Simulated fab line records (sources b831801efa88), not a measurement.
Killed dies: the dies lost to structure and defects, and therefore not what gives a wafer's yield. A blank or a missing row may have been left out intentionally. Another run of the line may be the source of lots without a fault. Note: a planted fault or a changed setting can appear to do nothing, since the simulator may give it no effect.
Matching of chambers | flow sky130 | SKY_POLY_CUT_ETCH_10 on rieDiel-03 has 4 sister chambers
The step etches BARC in N2/H2, stops on SiO2, time 45.9 s, target depth 60 nm. 14 wafers are shown with their chamber, then 7 later ones without.

== WAFERS, EACH WITH ITS CHAMBER ==
wafer  | chamber | drypumpMotorCurrentA (A) | oesProductAu (a.u.) | throttleValvePct (%)
L533.1 | 0       | 5.3                      | 0.847               | 13.242
L533.3 | 3       | 5.2                      | 0.852               | 13.228
L533.4 | 1       | 6.0                      | 0.847               | 13.225
L535.1 | 0       | 5.3                      | 0.845               | 13.217
L535.3 | 2       | 5.9                      | 0.860               | 13.235
L535.4 | 1       | 6.0                      | 0.855               | 13.222
L538.2 | 1       | 6.0                      | 0.854               | 13.219
L538.3 | 3       | 5.2                      | 0.845               | 13.231
L538.4 | 2       | 5.9                      | 0.856               | 13.238
L546.2 | 0       | 5.3                      | 0.856               | 13.237
L546.5 | 0       | 5.3                      | 0.855               | 13.239
L546.6 | 1       | 5.9                      | 0.854               | 13.235
L549.1 | 1       | 5.9                      | 0.861               | 13.233
L549.2 | 2       | 5.9                      | 0.860               | 13.226

SIGNATURES (averages over the wafers above)
reading              | chamber 0 | chamber 1 | chamber 2 | chamber 3 | scatter within a chamber
drypumpMotorCurrentA | 5.300     | 5.960     | 5.900     | 5.200     | 0.0346
oesProductAu         | 0.85075   | 0.85420   | 0.85867   | 0.84850   | 0.00476
throttleValvePct     | 13.23375  | 13.22680  | 13.23300  | 13.22950  | 0.00814
Rule: for each reading, subtract the chamber's mean from the wafer's reading, divide by that reading's scatter and square the result; add these up over the readings and take the root, which gives the wafer's distance from the chamber. If the next closest chamber is less than 2 further off than the closest, the wafer can't be placed; otherwise it belongs to the closest. The scatter: take each reading less its chamber's mean, square it, sum over the shown wafers, divide by the number of wafers less the number of chambers, and take the root.

== WAFERS WHOSE CHAMBER IS MISSING ==
wafer  | drypumpMotorCurrentA (A) | oesProductAu (a.u.) | throttleValvePct (%)
L549.3 | 5.3                      | 0.856               | 13.210
L550.3 | 5.2                      | 0.854               | 13.227
L550.4 | 5.3                      | 0.854               | 13.229
L550.5 | 6.0                      | 0.857               | 13.230
L553.1 | 5.9                      | 0.856               | 13.224
L553.4 | 5.3                      | 0.855               | 13.225
L553.5 | 5.2                      | 0.857               | 13.225

== CHAMBER TAKEN BY EACH ==
wafer  | from the rows above     | in truth
L549.3 | can't be placed: 0 or 3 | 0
L550.3 | can't be placed: 3 or 0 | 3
L550.4 | 0                       | 0
L550.5 | can't be placed: 1 or 2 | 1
L553.1 | can't be placed: 2 or 1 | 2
L553.4 | can't be placed: 0 or 3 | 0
L553.5 | can't be placed: 3 or 0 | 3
Correctly placed: 1 of 7. Can't be placed from these rows: 6 (the true chamber is among the candidates in 6). Placed wrongly: 0.
